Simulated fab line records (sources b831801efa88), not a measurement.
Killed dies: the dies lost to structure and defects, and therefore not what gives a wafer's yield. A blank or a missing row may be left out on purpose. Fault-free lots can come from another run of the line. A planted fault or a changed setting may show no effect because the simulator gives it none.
What tool caused it? | flow sky130 | Sampling: 11 lots, 33 wafers, 4 of 708 route steps

WHAT EACH GAUGE READ, for each wafer
SKY_LDD_P_TW_MEAS_11.
lot  | measured     | on            | LDD_P_TW
L175 | day 19 20:31 | film-metro-04 | 642 643 641
L178 | day 20 19:34 | film-metro-04 | 645 640 640
L179 | day 22 00:22 | film-metro-04 | 634 638 635
L180 | day 22 01:50 | film-metro-04 | 634 635 635
L181 | day 22 07:19 | film-metro-03 | 628 628 628
L182 | day 22 12:26 | film-metro-03 | 625 624 627
L185 | day 23 16:51 | film-metro-02 | 630 632 631
L193 | day 26 08:50 | film-metro-02 | 597 601 597
L194 | day 26 12:45 | film-metro-02 | 641 639 646
L195 | day 26 18:43 | film-metro-03 | 588 587 587
L196 | day 27 00:07 | film-metro-03 | 631 629 627

TOOL THAT RAN EACH LOT (tool first, then ch and the chambers of the sampled wafers, then the start)
lot  | SKY_VT_ADJUST_NCORE_STRIP_10         | SKY_VT_ADJUST_PCH_STRIP_09           | SKY_LDD_P_IMPLANT_09
L175 | plasma-asher-01 ch 0,1, day 9 02:42  | plasma-asher-03 ch 0,1, day 10 23:08 | implanter-03 ch 0, day 19 20:16
L178 | plasma-asher-01 ch 0,1, day 10 01:41 | plasma-asher-02 ch 0,1, day 11 23:14 | implanter-03 ch 0, day 20 19:21
L179 | plasma-asher-03 ch 0,1, day 10 10:19 | plasma-asher-04 ch 0,1, day 12 08:53 | implanter-01 ch 0, day 22 00:07
L180 | plasma-asher-02 ch 0,1, day 10 16:25 | plasma-asher-03 ch 0,1, day 12 15:35 | implanter-03 ch 0, day 22 01:36
L181 | plasma-asher-02 ch 0,1, day 10 22:07 | plasma-asher-04 ch 0,1, day 12 21:59 | implanter-03 ch 0, day 22 07:05
L182 | plasma-asher-02 ch 0,1, day 11 03:17 | plasma-asher-03 ch 0,1, day 13 03:37 | implanter-01 ch 0, day 22 12:13
L185 | plasma-asher-03 ch 1, day 12 04:45   | plasma-asher-04 ch 1, day 14 07:17   | implanter-01 ch 0, day 23 16:36
L193 | plasma-asher-03 ch 0,1, day 14 13:24 | plasma-asher-04 ch 0,1, day 16 20:09 | implanter-01 ch 0, day 26 08:36
L194 | plasma-asher-03 ch 0,1, day 14 17:45 | plasma-asher-03 ch 1, day 17 00:53   | implanter-02 ch 0, day 26 12:30
L195 | plasma-asher-02 ch 0,1, day 15 01:39 | plasma-asher-02 ch 0,1, day 17 09:59 | implanter-01 ch 0, day 26 18:28
L196 | plasma-asher-01 ch 0,1, day 15 07:27 | plasma-asher-02 ch 0,1, day 17 14:59 | implanter-03 ch 0, day 26 23:52
- SKY_VT_ADJUST_NCORE_STRIP_10: strips in O2/N2.
- SKY_VT_ADJUST_PCH_STRIP_09: strips in O2/N2.
- SKY_LDD_P_IMPLANT_09

AS READ BY THE TOOLS THEMSELVES (means over the sampled wafers that have a number; for cases with no such wafer, the mark the record gives instead)
SKY_VT_ADJUST_NCORE_STRIP_10.
lot  | tool            | drypump-motor-current-A (A) | oes-product-au (a.u.) | strip-time-to-endpoint-s (s)
L175 | plasma-asher-01 | 5.5                         | 0.707                 | 14.15
L178 | plasma-asher-01 | 5.5                         | 0.716                 | 14.18
L179 | plasma-asher-03 | 5.8                         | 0.716                 | 14.19
L180 | plasma-asher-02 | 5.5                         | 0.717                 | 14.15
L181 | plasma-asher-02 | 5.4                         | 0.717                 | 14.18
L182 | plasma-asher-02 | 5.5                         | 0.716                 | 14.16
L185 | plasma-asher-03 | 5.6                         | 0.719                 | 14.06
L193 | plasma-asher-03 | 5.7                         | 0.718                 | 14.10
L194 | plasma-asher-03 | 5.7                         | 0.714                 | 14.11
L195 | plasma-asher-02 | 5.5                         | 0.719                 | 14.21
L196 | plasma-asher-01 | 5.5                         | 0.716                 | 14.18

SKY_VT_ADJUST_PCH_STRIP_09.
lot  | tool            | drypump-motor-current-A (A) | oes-product-au (a.u.) | strip-time-to-endpoint-s (s)
L175 | plasma-asher-03 | 5.7                         | 0.722                 | 36.93
L178 | plasma-asher-02 | 5.4                         | 0.723                 | 36.97
L179 | plasma-asher-04 | 5.2                         | 0.721                 | 36.79
L180 | plasma-asher-03 | 5.8                         | 0.727                 | 36.84
L181 | plasma-asher-04 | 5.4                         | 0.727                 | 37.01
L182 | plasma-asher-03 | 5.7                         | 0.725                 | 36.82
L185 | plasma-asher-04 | 5.0                         | 0.722                 | 37.16
L193 | plasma-asher-04 | 5.2                         | 0.722                 | 36.96
L194 | plasma-asher-03 | 5.6                         | 0.723                 | 36.87
L195 | plasma-asher-02 | 5.5                         | 0.721                 | 37.09
L196 | plasma-asher-02 | 5.1                         | 0.715                 | 36.94

SKY_LDD_P_IMPLANT_09.
lot  | tool         | beam-on-s (s) | end-station-pressure-torr (Torr) | faraday-current-uA
L175 | implanter-03 | 9.89          | 5.05e-06                         | 57.0
L178 | implanter-03 | 9.98          | 5.22e-06                         | 56.6
L179 | implanter-01 | 10.17         | 5.10e-06                         | 55.5
L180 | implanter-03 | 10.11         | 5.10e-06                         | 55.6
L181 | implanter-03 | 9.94          | 5.43e-06                         | 56.7
L182 | implanter-01 | 10.08         | 5.36e-06                         | 55.8
L185 | implanter-01 | 9.93          | 5.70e-06                         | 57.0
L193 | implanter-01 | 7.82          | 5.04e-06                         | 72.1
L194 | implanter-02 | 9.92          | 5.13e-06                         | 56.8
L195 | implanter-01 | 7.90          | 5.09e-06                         | 71.1
L196 | implanter-03 | 9.94          | 4.89e-06                         | 56.8

THE ANSWER, worked out from the rows above alone
Rule: usual is defined by the lots themselves. Put in order of their means at a reading, lots are off if they are a third of the lots or fewer, leave a main group of 4 or more, and stand apart from it by a gap of 3 or more times the standard deviation of the main group's means; of several such gaps the widest counts. A main group whose means are all the same, to the digits that the tables above print for the reading, isn't used. A lot without any number at a reading at which 4 lots or more have one is off too. The other lots that the step has rows for count as sound. The gauges are gone through in route order, then the tools' own readings, and for those a lot's mean is taken as printed above. The first step at which some lot is off is used, and at that step the reading that is off furthest; a lot without a number counts as furthest.
Off: L193, L195, at SKY_LDD_P_TW_MEAS_11 (LDD_P_TW). For the main group the mean is 634 and the standard deviation 6.1.
If a tool, at a process step before that reading, ran all the lots that are off and no sound lot after the first of them, it fits. Not tried: the gauges at SKY_LDD_P_TW_MEAS_11; whatever is off there is also off at SKY_LDD_P_IMPLANT_09, on other tools, and gauge error can't account for it. One candidate fits, namely implanter-01 at SKY_LDD_P_IMPLANT_09. Its last sound lot is L185 (day 23 16:36), its first lot that is off L193 (day 26 08:36): a fault that began between those two fits.
The tool's own readings at SKY_LDD_P_IMPLANT_09 bear it out: on the lots that are off they differ by more than 5 times the standard deviation of the sound lots' means. beam-on-s reads 7.86 s there against 10.00 s on the sound lots; faraday-current-uA reads 71.6 there against 56.4 on the sound lots.

WHAT THE SIMULATOR HAD PUT IN
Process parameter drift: implanter-01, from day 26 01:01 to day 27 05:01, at SKY_LDD_P_IMPLANT_09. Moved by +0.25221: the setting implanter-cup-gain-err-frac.
Lots struck among those shown: L193, L195. The rule above reached the same finding.
